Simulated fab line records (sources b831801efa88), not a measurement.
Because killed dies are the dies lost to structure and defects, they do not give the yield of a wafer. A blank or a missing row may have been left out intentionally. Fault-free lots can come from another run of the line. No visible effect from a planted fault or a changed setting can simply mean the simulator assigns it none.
Which tool is to blame? -- flow sfq-line -- 7 lots with 21 wafers sampled at 2 steps, on a route of 325 steps

WHAT THE GAUGES READ, wafer by wafer
SFQ_M0_RS_MEAS_904: the measuring method here is four-point-probe.
lot,measured,on,M0_NB_RS (ohm/sq)
L931,day 8 19:10,film-metro-04,0.872 0.869 0.881
L933,day 9 04:44,film-metro-04,0.870 0.867 0.876
L941,day 11 11:50,film-metro-02,0.749 0.751 0.752
L944,day 12 06:26,film-metro-04,0.873 0.869 0.875
L947,day 13 13:16,film-metro-01,0.902 0.896 0.896
L950,day 14 12:29,film-metro-04,0.897 0.895 0.898
L952,day 15 00:13,film-metro-02,0.897 0.897 0.892

TOOL THAT RAN EACH LOT (tool first, then ch and the chambers of the sampled wafers, then the start)
lot,SFQ_TRILAYER_M0_DEP_SPUTTER_019
L931,"pvd-sputter-06, day 8 19:03"
L933,"pvd-sputter-03, day 9 04:39"
L941,"pvd-sputter-06, day 11 11:44"
L944,"pvd-sputter-03, day 12 06:20"
L947,"pvd-sputter-05, day 13 13:10"
L950,"pvd-sputter-05, day 14 12:22"
L952,"pvd-sputter-06, day 15 00:06"
- SFQ_TRILAYER_M0_DEP_SPUTTER_019: material Nb, target thk 200 nm, time 133.3 s.

THE ANSWER, worked out from the rows above alone
Rule: the lots themselves supply what counts as usual. The widest of any qualifying gaps counts: lots, ordered by their means at a reading, are off when they make up no more than a third of the lots, leave a main group of 4 or more, and stand apart from it by 3 or more times the standard deviation of that group's means. A main group is skipped when, at the precision printed for the reading in the tables above, its means are all equal. A lot without any number at a reading at which 4 lots or more have one is off too. Where the step has rows for the other lots, those lots are counted as sound.
Off: L941, seen at SFQ_M0_RS_MEAS_904 (M0_NB_RS). Mean 0.885 ohm/sq and standard deviation 0.012 in the main group.
A tool fits if, at a process step before that reading, it ran every lot that is off, and no sound lot after the first of them. The gauges at SFQ_M0_RS_MEAS_904 are tried like those tools. No candidate that was tried fits.

WHAT THE SIMULATOR HAD INSERTED
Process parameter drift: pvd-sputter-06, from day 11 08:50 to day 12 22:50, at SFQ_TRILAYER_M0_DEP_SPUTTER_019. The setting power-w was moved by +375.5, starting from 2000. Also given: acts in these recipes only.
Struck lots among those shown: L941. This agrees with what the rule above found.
